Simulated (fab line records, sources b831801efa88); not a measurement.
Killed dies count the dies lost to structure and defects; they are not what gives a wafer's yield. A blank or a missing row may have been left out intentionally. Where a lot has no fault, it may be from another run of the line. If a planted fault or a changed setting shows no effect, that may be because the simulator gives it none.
Struck lot and sound lot, side by side	flow sky130	17 out of 708 route steps
Sound: wafers L594.1, L594.5, L594.6. Wafers struck: L589.4, L589.5, L589.6. Last of all comes the cause.
Each step with rows lists, per side, the tool, then ch with its chambers, then its first start. Under that, the readings that differ: sound wafers	struck wafers	difference of the means	sigmas: that difference in standard deviations of wafers without a fault.
alike: same words and numbers on both sides, and readings whose means sit less than 2 such deviations apart. not compared: any withheld reading, any reading some wafer has no value for, any bound like >300 that may hide the same value, and any number with overlapping values for which the record gives no deviation.
A row with sigmas, a row that says differs or no value, or rows on one side alone: a step with any of these is where the two part. Numbers that don't overlap but have no deviation are shown without sigmas and don't part them. Lack of a reading on every wafer of one side parts them only where that side has two or more wafers.

SKY_LI_CONTACT_CMP_02: polishes PSG.
  sound on cmp-01 ch 0,1,3, day 34 03:38; struck on cmp-02 ch 2,3, day 32 21:50
  alike: motorCurrentA, retainingRingPressureFrac, timeToEndpointS
SKY_LI_CONTACT_BOW_MEAS_03:
  sound on filmMetro-02, day 34 03:47; struck on filmMetro-04, day 32 22:08
  alike: LI_CONTACT_BOW
then, 8 steps without rows for these wafers: SKY_LI_CONTACT_DEHYDRATE_04 (time 60 s); SKY_LI_CONTACT_HMDS_05 (prime time 60 s); SKY_LI_CONTACT_COAT_06 (resist thk 60 nm); SKY_LI_CONTACT_COAT_07 (resist thk 450 nm); SKY_LI_CONTACT_SOFTBAKE_08 (time 90 s); SKY_LI_CONTACT_EXPOSE_09 (exposes mask LICM1, target cd 170 nm); SKY_LI_CONTACT_PEB_10; SKY_LI_CONTACT_DEVELOP_11 (develop time 60 s).
SKY_LI_CONTACT_CD_MEAS_12 targets a cd of 170 nm.
  sound on cdSem-02, day 35 06:11; struck on cdSem-01, day 34 00:14
reading	sound	struck	difference	sigmas
cdNm (nm)	169.2 168.7 169.2	173.7 172.8 172.0	+3.8	+2
SKY_LI_CONTACT_OVL_MEAS_13:
  sound on overlay-02, day 35 06:19; struck on overlay-01, day 34 00:19
  alike: LI_CONTACT_OVL
SKY_LI_CONTACT_ETCH_14: etches BARC in N2/H2, stops on SiO2, time 45.9 s, target depth 60 nm.
  sound on rieDiel-03 ch 2,3, day 35 06:21; struck on rieDiel-03 ch 1,2, day 34 00:20
  no value came back on the struck wafers for any of 5 readings (biasW (W), chamberPressureMTorr (mTorr) and others); on the sound wafers biasW (W) reads 100.0 99.8 100.0
reading	sound	struck	difference	sigmas
model.KrF-thick_of_LI_CONTACT_COAT_07.thkNm (nm)	393 393.3 392.3	434.3 435.7 433.9	+41.8	
  not compared: rfHoursCounterH
SKY_LI_CONTACT_ETCH_15: etches PSG in C4F8/O2/Ar, stops on Si, target depth 600 nm.
  sound on rieDiel-03 ch 2,3, day 35 06:23; struck on rieDiel-03 ch 1,2, day 34 00:22
reading	sound	struck	difference	sigmas
oesProductAu (a.u.)	0.832 0.841 0.836	0.371 0.374 0.369	-0.465	-95
model.KrF-thick_of_LI_CONTACT_COAT_07.thkNm (nm)	232 231.3 230.2	265.9 266.7 269.3	+36.1	
  alike: biasW, chamberPressureMTorr
SKY_LI_CONTACT_STRIP_16: strips in O2/N2.
  sound on plasmaAsher-01 ch 0,1, day 35 06:29; struck on plasmaAsher-01 ch 0,1, day 34 00:29
reading	sound	struck	difference	sigmas
oesProductAu (a.u.)	0.374 0.380 0.376	0.387 0.402 0.388	+0.016	+3
stripTimeToEndpointS (s)	3.50 3.47 3.48	3.84 3.86 3.89	+0.38	+10
  alike: drypumpMotorCurrentA
  not compared: rfHoursCounterH
then, 1 step without rows for these wafers: SKY_LI_CONTACT_CLEAN_17 (cleans in NMP, time 600 s).
-- the record jumps here: 15 days lie between the struck wafers' starts before and after (it left off in module LI_CONTACT and takes up again in module PAD_OPEN, whose first step shown is number 708 of the route) --
SKY_PAD_OPEN_PROBE_99:
  rows exist in the record for the struck wafers here (prober-01, day 49 12:22), but not for the sound ones

WHERE THEY PART
First at SKY_LI_CONTACT_CD_MEAS_12; last, within this record, at SKY_PAD_OPEN_PROBE_99.

WHY: what had been put in by the simulator
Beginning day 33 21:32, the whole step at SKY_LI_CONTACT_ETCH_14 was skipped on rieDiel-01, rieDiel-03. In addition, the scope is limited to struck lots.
